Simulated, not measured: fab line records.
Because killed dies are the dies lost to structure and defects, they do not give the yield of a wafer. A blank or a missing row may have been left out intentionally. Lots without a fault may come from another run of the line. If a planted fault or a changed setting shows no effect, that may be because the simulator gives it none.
Problem report, 8D (eight disciplines) form, completed by code | flow sky130 | the parts of the form that need people (team, actions taken, sign-off) are left out

== 1. WHAT WENT WRONG ==
Across 6 wafers from 2 lots, POLY_GATE_OXIDATION_THK at SKY_POLY_GATE_THK_MEAS_21 averages 3.48 nm, while fault-free wafers read 3.98 nm with a standard deviation of 0.089. That puts it -5.6 standard deviations away from the usual mean.
First observed at day 21 15:39: wafer L599.2, on film_metro-04. The record has a number at this step for 42 wafers belonging to 14 lots. By rule, "out" or "out of limits" means more than 4 standard deviations away from the usual mean. Any other wafer with a number is counted as sound.

== 2. WHAT IT IS; WHAT IT IS NOT ==
question                    | is                           | is not
which readings at this step | POLY_GATE_OXIDATION_THK      | -
which lots                  | L599, L602                   | L585, L586, L587, L588, L589, L591, L592, L593, L594, L597, L598, L607
which wafers of those lots  | all that have a number       | -
read on which gauges        | film_metro-02, film_metro-04 | film_metro-01
when                        | from day 21 15:39            | up to then (33 sound wafers); but 3 sound wafers of L607 came after

== 3. THE SUSPECTS, EACH WITH WHAT RULES IT OUT ==
Counting: a tool stays on the suspect list if, at a process step up to the reading, it processed all lots that are out and no sound lot following the first of them.
- the gauge at SKY_POLY_GATE_THK_MEAS_21 is ruled out. Those wafers that are out were read across 2 gauges (film_metro-02, film_metro-04).
- furnace-02 at SKY_POLY_GATE_OXIDATION_20 (stabilise 600 s, purge 300 s, target thk 4 nm): kept. It processed each lot that is out, first L599 at day 21 14:23, and no sound lot thereafter; up to then, the last sound lot it processed was L598 at day 21 06:00.
After counting, what remains is furnace-02 at SKY_POLY_GATE_OXIDATION_20.

== 4. THE CAUSE (what the simulator had put in) ==
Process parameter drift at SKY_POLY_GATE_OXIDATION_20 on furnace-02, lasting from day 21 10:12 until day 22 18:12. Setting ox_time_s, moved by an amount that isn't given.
The count eliminated every tool but this one.

== 5. SEQUENCE OF EFFECTS, ordered by route ==
Each row: a reading whose mean over the struck wafers that have a number lies more than 3 standard deviations from the usual. Scope: only readings with a usual standard deviation given in the record; hours: median across lots of the time from each lot's start at the first step in this table that gives one to its start at this step; sigmas: change in usual standard deviations.
hours | step                      | reading                 | usual   | on struck wafers | change | sigmas
0     | SKY_POLY_GATE_THK_MEAS_21 | POLY_GATE_OXIDATION_THK | 3.98 nm | 3.48             | -0.50  | -5.6

== 6. WHAT WOULD HAVE CAUGHT IT SOONER ==
In this record the first reading out of limits at a measuring or inspecting step was taken at day 21 15:39, 5 hours after the fault began at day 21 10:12.
L602, from the lots that are out (2), started SKY_POLY_GATE_OXIDATION_20 on furnace-02 later than day 21 15:39. A tool hold placed at that time would have kept it from harm.
